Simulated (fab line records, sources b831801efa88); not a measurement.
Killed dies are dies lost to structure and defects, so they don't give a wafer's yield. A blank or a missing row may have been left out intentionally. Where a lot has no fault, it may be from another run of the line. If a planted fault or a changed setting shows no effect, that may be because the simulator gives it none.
Which tool is to blame? + flow gf180mcu + 21 wafers from 7 lots sampled at 2 of the route's 602 steps

== WHAT EACH GAUGE READ, for each wafer ==
GF_HV_LDD_CD_MEAS_07: target cd 400 nm.
| lot  | measured     | on        | cd nm (nm)        |
|------|--------------|-----------|-------------------|
| L985 | day 10 16:46 | cd sem-01 | 401.9 399.4 396.2 |
| L988 | day 11 16:25 | cd sem-01 | 401.7 399.4 401.1 |
| L990 | day 12 03:43 | cd sem-01 | 402.0 401.8 399.7 |
| L994 | day 13 09:30 | cd sem-02 | 400.9 402.1 403.5 |
| L103 | day 16 07:37 | cd sem-01 | 402.2 401.9 402.2 |
| L105 | day 16 22:43 | cd sem-02 | 401.6 402.8 402.6 |

== WHICH TOOL RAN EACH LOT (tool, then ch and the chambers of the sampled wafers, then the start) ==
| lot  | GF_POLY_GATE_OXIDATION_16     |
|------|-------------------------------|
| L985 | furnace-02 ch 0, day 9 21:29  |
| L988 | furnace-01 ch 0, day 10 20:35 |
| L990 | furnace-01 ch 0, day 11 07:44 |
| L994 | furnace-01 ch 0, day 12 12:13 |
| L999 | furnace-01, day 13 23:32      |
| L103 | furnace-02 ch 0, day 15 08:15 |
| L105 | furnace-02 ch 0, day 15 23:04 |
- GF_POLY_GATE_OXIDATION_16: stabilise 600 s, purge 300 s, target thk 4 nm.

== THE ANSWER, worked out from the rows above alone ==
Rule: the lots themselves supply what counts as usual. Put in order of their means at a reading, lots are off if they are a third of the lots or fewer, leave a main group of 4 or more, and stand apart from it by a gap of 3 or more times the standard deviation of the main group's means; of several such gaps the widest counts. A main group whose means are all the same, to the digits that the tables above print for the reading, isn't used. A lot without any number at a reading at which 4 lots or more have one is off too. The other lots that the step has rows for count as sound.
No lot is off at any reading shown: from this, nothing can be told.

== WHAT HAD BEEN PUT IN BY THE SIMULATOR ==
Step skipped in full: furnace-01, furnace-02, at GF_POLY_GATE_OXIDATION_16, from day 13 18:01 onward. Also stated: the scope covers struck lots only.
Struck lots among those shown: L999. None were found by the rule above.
